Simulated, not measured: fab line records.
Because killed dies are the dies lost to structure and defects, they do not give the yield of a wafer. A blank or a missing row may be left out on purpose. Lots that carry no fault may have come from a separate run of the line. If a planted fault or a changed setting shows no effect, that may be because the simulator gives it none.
Which tool is to blame? + flow sky130 + 14 lots with 42 wafers sampled at 3 steps, on a route of 708 steps

## WHAT EACH GAUGE READ, for each wafer
SKY_VIA2_BOW_MEAS_03. Usual: VIA2_BOW 89 um, standard deviation 7.3.
| lot  | measured     | on            | VIA2_BOW (um) | flag |
|------|--------------|---------------|---------------|------|
| L615 | day 36 08:31 | film-metro-01 | 89 88 102     |      |
| L616 | day 36 11:14 | film-metro-01 | 99 90 90      |      |
| L619 | day 37 00:58 | film-metro-02 | 88 77 93      |      |
| L620 | day 37 19:23 | film-metro-02 | 95 82 85      |      |
| L621 | day 37 22:20 | film-metro-02 | 106 101 100   |      |
| L623 | day 38 10:11 | film-metro-02 | 95 87 89      |      |
| L624 | day 38 14:33 | film-metro-03 | 88 87 93      |      |
| L630 | day 40 18:55 | film-metro-03 | 103 84 88     |      |
| L633 | day 42 06:28 | film-metro-03 | 79 83 83      |      |
| L636 | day 42 10:37 | film-metro-01 | 82 89 99      |      |
| L635 | day 42 11:55 | film-metro-03 | 84 81 88      |      |
| L634 | day 42 12:51 | film-metro-01 | 99 90 79      |      |
| L637 | day 42 17:07 | film-metro-03 | 82 91 92      |      |
| L638 | day 42 23:25 | film-metro-03 | 99 96 81      |      |

## EACH LOT AND THE TOOL THAT RAN IT (in order: tool; ch and the chambers of the sampled wafers; start)
| lot  | SKY_SD_P_DEVELOP_06               | SKY_METAL2_SPUTTER_03        |
|------|-----------------------------------|------------------------------|
| L615 | litho-track-04 ch 0, day 26 13:28 | pvd-sputter-04, day 35 04:13 |
| L616 | litho-track-01 ch 0, day 26 18:11 | pvd-sputter-04, day 35 07:18 |
| L619 | litho-track-01 ch 0, day 27 08:11 | pvd-sputter-02, day 35 20:44 |
| L620 | litho-track-01 ch 0, day 28 05:02 | pvd-sputter-01, day 36 15:47 |
| L621 | litho-track-03 ch 0, day 28 08:42 | pvd-sputter-02, day 36 19:46 |
| L623 | litho-track-01 ch 0, day 28 21:44 | pvd-sputter-02, day 37 06:41 |
| L624 | litho-track-01 ch 0, day 29 02:52 | pvd-sputter-01, day 37 11:08 |
| L630 | litho-track-04 ch 0, day 31 10:40 | pvd-sputter-01, day 39 16:12 |
| L633 | litho-track-04 ch 0, day 33 04:55 | pvd-sputter-01, day 41 05:22 |
| L636 | litho-track-04 ch 0, day 33 07:25 | pvd-sputter-01, day 41 08:32 |
| L635 | litho-track-04 ch 0, day 33 09:53 | pvd-sputter-02, day 41 09:44 |
| L634 | litho-track-04 ch 0, day 33 10:31 | pvd-sputter-02, day 41 10:43 |
| L637 | litho-track-01 ch 0, day 33 14:13 | pvd-sputter-04, day 41 15:36 |
| L638 | litho-track-04 ch 0, day 33 23:49 | pvd-sputter-01, day 41 21:56 |
- SKY_SD_P_DEVELOP_06: develop time 60 s.
- SKY_METAL2_SPUTTER_03: material Ti, target thk 5 nm, time 3.3 s.

## WHAT THE TOOLS THEMSELVES READ (means of the sampled wafers that have a number; where no wafer has one, the mark that the record gives instead)
SKY_SD_P_DEVELOP_06. Usual: developer-temp-C 22.99 C, standard deviation 0.099.
| lot  | tool           | developer-temp-C (C) | flag |
|------|----------------|----------------------|------|
| L615 | litho-track-04 | 23.13                |      |
| L616 | litho-track-01 | 23.16                |      |
| L619 | litho-track-01 | 22.85                |      |
| L620 | litho-track-01 | 22.96                |      |
| L621 | litho-track-03 | 23.00                |      |
| L623 | litho-track-01 | 20.73                | OFF  |
| L624 | litho-track-01 | 20.72                | OFF  |
| L630 | litho-track-04 | 22.99                |      |
| L633 | litho-track-04 | 22.96                |      |
| L636 | litho-track-04 | 22.97                |      |
| L635 | litho-track-04 | 23.00                |      |
| L634 | litho-track-04 | 23.09                |      |
| L637 | litho-track-01 | 23.07                |      |
| L638 | litho-track-04 | 22.92                |      |

SKY_METAL2_SPUTTER_03. Usual: cathode-dc-power-W 2999.9 W, standard deviation 0.55; throttle-valve-pct 29.8 %, standard deviation 0.86.
| lot  | tool           | cathode-dc-power-W (W) | throttle-valve-pct (%) | flag |
|------|----------------|------------------------|------------------------|------|
| L615 | pvd-sputter-04 | 2999.5                 | 30.9                   |      |
| L616 | pvd-sputter-04 | 3000.2                 | 30.6                   |      |
| L619 | pvd-sputter-02 | 2999.7                 | 29.8                   |      |
| L620 | pvd-sputter-01 | 2999.3                 | 29.4                   |      |
| L621 | pvd-sputter-02 | 3000.2                 | 29.8                   |      |
| L623 | pvd-sputter-02 | 2999.8                 | 29.7                   |      |
| L624 | pvd-sputter-01 | 2999.8                 | 29.8                   |      |
| L630 | pvd-sputter-01 | 2999.8                 | 29.2                   |      |
| L633 | pvd-sputter-01 | 3000.1                 | 30.1                   |      |
| L636 | pvd-sputter-01 | 3000.6                 | 29.7                   |      |
| L635 | pvd-sputter-02 | 2999.9                 | 30.1                   |      |
| L634 | pvd-sputter-02 | 2999.9                 | 29.7                   |      |
| L637 | pvd-sputter-04 | 2999.9                 | 29.2                   |      |
| L638 | pvd-sputter-01 | 2999.7                 | 30.5                   |      |

## THE ANSWER, worked out from the rows above alone
Rule: take the mean of a lot's wafers that have a number; if it is more than 3 standard deviations from the usual mean, the lot is off. Also off: a lot with no number at a reading for which 4 or more lots have one. Any other lot the step has rows for is counted as sound. The gauges are gone through in route order, then the tools' own readings, and for those a lot's mean is taken as printed above. The first step at which some lot is off is used, and at that step the reading that is off furthest; a lot without a number counts as furthest.
Off at SKY_SD_P_DEVELOP_06 (developer-temp-C): L623, L624.
A tool fits if, at that step or a process step before it, it ran every lot that is off, and no sound lot after the first of them. Of those tried, none fits.

## WHAT THE SIMULATOR PUT IN
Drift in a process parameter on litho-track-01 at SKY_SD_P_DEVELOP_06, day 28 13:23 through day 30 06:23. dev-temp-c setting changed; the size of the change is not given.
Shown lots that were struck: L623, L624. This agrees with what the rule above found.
